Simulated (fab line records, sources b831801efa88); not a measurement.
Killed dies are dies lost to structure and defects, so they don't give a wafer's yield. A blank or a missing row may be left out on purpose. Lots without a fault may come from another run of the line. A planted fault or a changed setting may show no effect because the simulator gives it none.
Which tool did it? | flow gf180mcu | 6 lots, 18 wafers sampled, at 3 steps of a route of 602

WHAT THE GAUGES READ, wafer by wafer
GF_VT_IMPLANT_RS_MEAS_47: measures by four-point-probe.
lot  | measured     | on            | NWELL_RS (ohm/sq)
L684 | day 8 10:34  | film_metro-04 | 486.9 488.4 487.1
L687 | day 9 06:13  | film_metro-04 | 488.8 487.2 489.5
L689 | day 9 16:40  | film_metro-04 | 429.4 429.8 430.3
L693 | day 10 21:00 | film_metro-01 | 429.5 430.0 429.9
L701 | day 13 05:38 | film_metro-01 | 489.0 488.0 489.8
L703 | day 13 16:49 | film_metro-02 | 488.4 487.2 489.7

WHICH TOOL RAN EACH LOT (tool, then ch and the chambers of the sampled wafers, then the start)
lot  | GF_NWELL_IMPLANT_09            | GF_MVPSD_STRIP_10
L684 | implanter-01 ch 0, day 4 01:08 | plasma_asher-04 ch 0,1, day 5 19:14
L687 | implanter-01 ch 0, day 4 15:43 | plasma_asher-04 ch 0,1, day 6 11:45
L689 | implanter-02 ch 0, day 5 02:14 | plasma_asher-03 ch 0,1, day 6 23:44
L693 | implanter-02 ch 0, day 6 02:17 | plasma_asher-04 ch 0,1, day 8 01:22
L701 | implanter-01 ch 0, day 7 22:34 | plasma_asher-03 ch 0,1, day 10 02:50
L703 | implanter-02 ch 0, day 8 08:38 | plasma_asher-01 ch 0,1, day 10 11:41
- GF_NWELL_IMPLANT_09
- GF_MVPSD_STRIP_10: strips in O2/N2.

THE ANSWER, worked out from the rows above alone
Rule: what is usual is taken from the lots themselves. Put in order of their means at a reading, lots are off if they are a third of the lots or fewer, leave a main group of 4 or more, and stand apart from it by a gap of 3 or more times the standard deviation of the main group's means; of several such gaps the widest counts. A main group whose means are all the same, to the digits that the tables above print for the reading, isn't used. A lot without any number at a reading at which 4 lots or more have one is off too. The other lots that the step has rows for count as sound.
Off: L689, L693, at GF_VT_IMPLANT_RS_MEAS_47 (NWELL_RS). The main group: mean 488.3 ohm/sq, standard deviation 0.54.
A tool fits if, at a process step before that reading, it ran every lot that is off, and no sound lot after the first of them. The gauges at GF_VT_IMPLANT_RS_MEAS_47 are tried like those tools. None of those tried fits.

WHAT THE SIMULATOR HAD PUT IN
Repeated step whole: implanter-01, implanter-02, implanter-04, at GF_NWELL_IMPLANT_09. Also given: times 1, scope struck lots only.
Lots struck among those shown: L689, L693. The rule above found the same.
